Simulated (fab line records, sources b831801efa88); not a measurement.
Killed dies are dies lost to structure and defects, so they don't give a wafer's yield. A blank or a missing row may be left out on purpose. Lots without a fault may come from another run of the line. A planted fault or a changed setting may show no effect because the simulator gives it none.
A struck lot beside a sound one | flow sky130 | 15 steps out of a route of 708
Sound: wafers L960.1, L960.2, L960.5. Struck: wafers L969.3, L969.4, L969.5. The cause comes at the end.
At each step with rows: each side's tool, then ch and its chambers, then its first start. Under that, the readings that differ: sound wafers | struck wafers | difference of the means | sigmas: that difference in standard deviations of wafers without a fault.
alike: readings whose means differ by less than 2 such deviations, and words and numbers that are the same on both sides. not compared: withheld readings, readings that some wafer has no value for, bounds like >300 that may hide the same value, and numbers for which the record gives no deviation and whose values overlap.
The two part at a step that has a row with sigmas, a row that says differs or no value, or rows on one side only. Numbers that don't overlap but have no deviation are shown without sigmas and don't part them. A reading that every wafer of one side lacks parts them only if that side has two wafers or more.

first, 8 steps without rows for these wafers: SKY_LOCAL_INTERCONNECT_DEHYDRATE_03 (time 60 s); SKY_LOCAL_INTERCONNECT_HMDS_04 (prime time 60 s); SKY_LOCAL_INTERCONNECT_COAT_05 (resist thk 60 nm); SKY_LOCAL_INTERCONNECT_COAT_06 (resist thk 450 nm); SKY_LOCAL_INTERCONNECT_SOFTBAKE_07 (time 90 s); SKY_LOCAL_INTERCONNECT_EXPOSE_08 (exposes mask LI1M, target cd 170 nm); SKY_LOCAL_INTERCONNECT_PEB_09; SKY_LOCAL_INTERCONNECT_DEVELOP_10 (develop time 60 s).
SKY_LOCAL_INTERCONNECT_CD_MEAS_11: target cd 170 nm.
  sound on cd_sem-02, day 34 01:20; struck on cd_sem-02, day 36 17:14
  alike: cd_nm
SKY_LOCAL_INTERCONNECT_OVL_MEAS_12:
  sound on overlay-02, day 34 01:28; struck on overlay-02, day 36 17:20
  alike: LOCAL_INTERCONNECT_OVL
SKY_LOCAL_INTERCONNECT_ETCH_13: etches BARC in N2/H2, stops on SiO2, time 45.9 s, target depth 60 nm.
  sound on rie_metal-03 ch 0,1, day 34 01:30; struck on rie_metal-04 ch 0,1, day 36 17:22
  alike: drypump_motor_current_A, h2_flow_sccm, oes_product_au, throttle_valve_pct
  not compared: rf_hours_counter_h
SKY_LOCAL_INTERCONNECT_METAL_ETCH_14: etches TiN in Cl2/BCl3, stops on PSG, target depth 110 nm, time 31.4 s.
  sound on rie_metal-03 ch 0,1, day 34 01:34; struck on rie_metal-04 ch 0,1, day 36 17:26
  alike: drypump_motor_current_A, oes_product_au, throttle_valve_pct
  not compared: rf_hours_counter_h
SKY_LOCAL_INTERCONNECT_STRIP_15: strips in O2/N2.
  sound on plasma_asher-01 ch 0,1, day 34 01:37; struck on plasma_asher-02 ch 0,1, day 36 17:30
  no value came back on the struck wafers for any of 5 readings (chamber_pressure_mTorr (mTorr), drypump_motor_current_A (A) and others); on the sound wafers chamber_pressure_mTorr (mTorr) reads 1499.8 1499.8 1501.0
  reading                                                   | sound | struck            | difference | sigmas
  model.KrF-thick_of_LOCAL_INTERCONNECT_COAT_06.thk_nm (nm) | 0 0 0 | 344.1 347.8 345.1 | +345.7     |
  not compared: rf_hours_counter_h
then, 1 step without rows for these wafers: SKY_LOCAL_INTERCONNECT_STRIP_16 (strips in post etch residue remover, time 1200 s).
-- the record jumps here: 14 days lie between the struck wafers' starts before and after (it left off in module LOCAL_INTERCONNECT and takes up again in module PAD_OPEN, whose first step shown is number 708 of the route) --
SKY_PAD_OPEN_PROBE_99:
  sound on prober-01, day 48 11:28; struck on prober-02, day 50 10:36
  reading            | sound    | struck      | difference | sigmas
  killed_at_contacts | 23 16 20 | 430 438 435 | +415       | +83
  killed_dies        | 82 82 82 | 492 492 492 | +410       | +43
  killed_on_rim      | 13 14 17 | 96 96 96    | +81        | +21
  alike: killed_at_M0_to_M3, killed_at_M4_up, killed_at_front_end, killed_at_other, killed_open, killed_short

WHERE THEY PART
First at SKY_LOCAL_INTERCONNECT_STRIP_15; last, within this record, at SKY_PAD_OPEN_PROBE_99.

WHY: what the simulator had put in
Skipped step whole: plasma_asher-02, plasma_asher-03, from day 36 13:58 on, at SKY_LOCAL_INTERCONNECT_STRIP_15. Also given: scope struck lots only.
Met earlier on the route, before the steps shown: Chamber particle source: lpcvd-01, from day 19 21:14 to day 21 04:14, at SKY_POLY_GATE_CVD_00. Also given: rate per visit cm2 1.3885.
